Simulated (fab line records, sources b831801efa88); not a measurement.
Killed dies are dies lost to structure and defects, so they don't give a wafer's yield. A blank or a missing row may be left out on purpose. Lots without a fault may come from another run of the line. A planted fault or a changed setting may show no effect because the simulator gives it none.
Tool commonality check | flow sky130 | 12 lots, 42 wafers sampled

WHY IT WAS OPENED
At SKY_VT_ADJUST_PCH_TW_MEAS_10 the reading VT_ADJUST_PCH_TW is flagged on 2 of 12 lots. Wafers without a fault read 141.9, standard deviation 0.95.
Rule: a lot is flagged when every wafer of it that has a number lies more than 4 standard deviations from that mean, or none has a number. The other lots count as sound.

lot  | measured     | on            | VT_ADJUST_PCH_TW, wafer by wafer    | flag
L944 | day 11 00:31 | film_metro-02 | 143.0 142.7 143.8                   |
L945 | day 11 10:19 | film_metro-04 | 140.5 139.8 141.0                   |
L946 | day 11 15:38 | film_metro-02 | 142.7 142.7 143.0                   |
L947 | day 11 23:10 | film_metro-04 | 139.7 140.3 140.9                   |
L949 | day 12 15:02 | film_metro-01 | 141.9 142.1 140.8                   |
L950 | day 12 20:03 | film_metro-04 | 151.0 150.9 150.5 149.9 151.1 150.1 | FLAGGED
L951 | day 13 10:57 | film_metro-04 | 150.4 150.4 148.9 149.8 150.4 149.3 | FLAGGED
L958 | day 15 13:40 | film_metro-01 | 141.3 140.4 140.9                   |
L960 | day 16 06:49 | film_metro-02 | 143.8 143.6 143.2                   |
L962 | day 16 22:31 | film_metro-04 | 141.6 141.9 141.9                   |
L963 | day 17 05:46 | film_metro-01 | 142.0 141.9 141.6                   |
L965 | day 17 15:07 | film_metro-02 | 142.0 142.0 142.0                   |
The numbers of the flagged lots are 150.2 on average: +8.3 against the usual, or +9 standard deviations.

WHICH TOOL RAN EACH LOT
The record holds 1 process step before the reading, out of a route of 708 steps. In each cell: the tool, then ch and the chambers that the sampled wafers went through, then the start.
lot  | flag    | SKY_VT_ADJUST_PCH_IMPLANT_08
L944 |         | implanter-01 ch 0, day 11 00:16
L945 |         | implanter-03 ch 0, day 11 10:04
L946 |         | implanter-03 ch 0, day 11 15:23
L947 |         | implanter-04 ch 0, day 11 22:55
L949 |         | implanter-03 ch 0, day 12 14:47
L950 | FLAGGED | implanter-03 ch 0, day 12 19:48
L951 | FLAGGED | implanter-03 ch 0, day 13 10:42
L958 |         | implanter-04 ch 0, day 15 13:26
L960 |         | implanter-03 ch 0, day 16 06:35
L962 |         | implanter-04 ch 0, day 16 22:16
L963 |         | implanter-03 ch 0, day 17 05:31
L965 |         | implanter-04 ch 0, day 17 14:54
What these steps do:
- SKY_VT_ADJUST_PCH_IMPLANT_08
- SKY_VT_ADJUST_PCH_TW_MEAS_10

FLAGGED OVER TOTAL, TOOL BY TOOL (the gauges that took the reading come last)
step                         | tool          | lots run | flagged | share of the flagged lots | sound lots run after its first flagged lot
SKY_VT_ADJUST_PCH_IMPLANT_08 | implanter-01  | 1        | 0       | none                      | -
SKY_VT_ADJUST_PCH_IMPLANT_08 | implanter-03  | 7        | 2       | all                       | 2 (L960,L963)
SKY_VT_ADJUST_PCH_IMPLANT_08 | implanter-04  | 4        | 0       | none                      | -
SKY_VT_ADJUST_PCH_TW_MEAS_10 | film_metro-01 | 3        | 0       | none                      | -
SKY_VT_ADJUST_PCH_TW_MEAS_10 | film_metro-02 | 4        | 0       | none                      | -
SKY_VT_ADJUST_PCH_TW_MEAS_10 | film_metro-04 | 5        | 2       | all                       | 1 (L962)

WHAT THE TABLE ALLOWS
2 rows of the table ran every flagged lot: implanter-03 at SKY_VT_ADJUST_PCH_IMPLANT_08, film_metro-04 at SKY_VT_ADJUST_PCH_TW_MEAS_10.
- implanter-03 at SKY_VT_ADJUST_PCH_IMPLANT_08: 2 of its 7 lots flagged. Sound lots ran on it after the first flagged one (L960, L963), which a lasting fault on the whole tool wouldn't allow. Its own readings lie more than 4 standard deviations out on every wafer of the flagged lots: beam_on_s, end_station_pressure_torr, faraday_current_uA.
- film_metro-04 at SKY_VT_ADJUST_PCH_TW_MEAS_10: 2 of its 5 lots flagged. Sound lots ran on it after the first flagged one (L962), which a lasting fault on the whole tool wouldn't allow.
No row of the table ran every flagged lot and no sound lot after the first.

WHAT THE SIMULATOR HAD PUT IN
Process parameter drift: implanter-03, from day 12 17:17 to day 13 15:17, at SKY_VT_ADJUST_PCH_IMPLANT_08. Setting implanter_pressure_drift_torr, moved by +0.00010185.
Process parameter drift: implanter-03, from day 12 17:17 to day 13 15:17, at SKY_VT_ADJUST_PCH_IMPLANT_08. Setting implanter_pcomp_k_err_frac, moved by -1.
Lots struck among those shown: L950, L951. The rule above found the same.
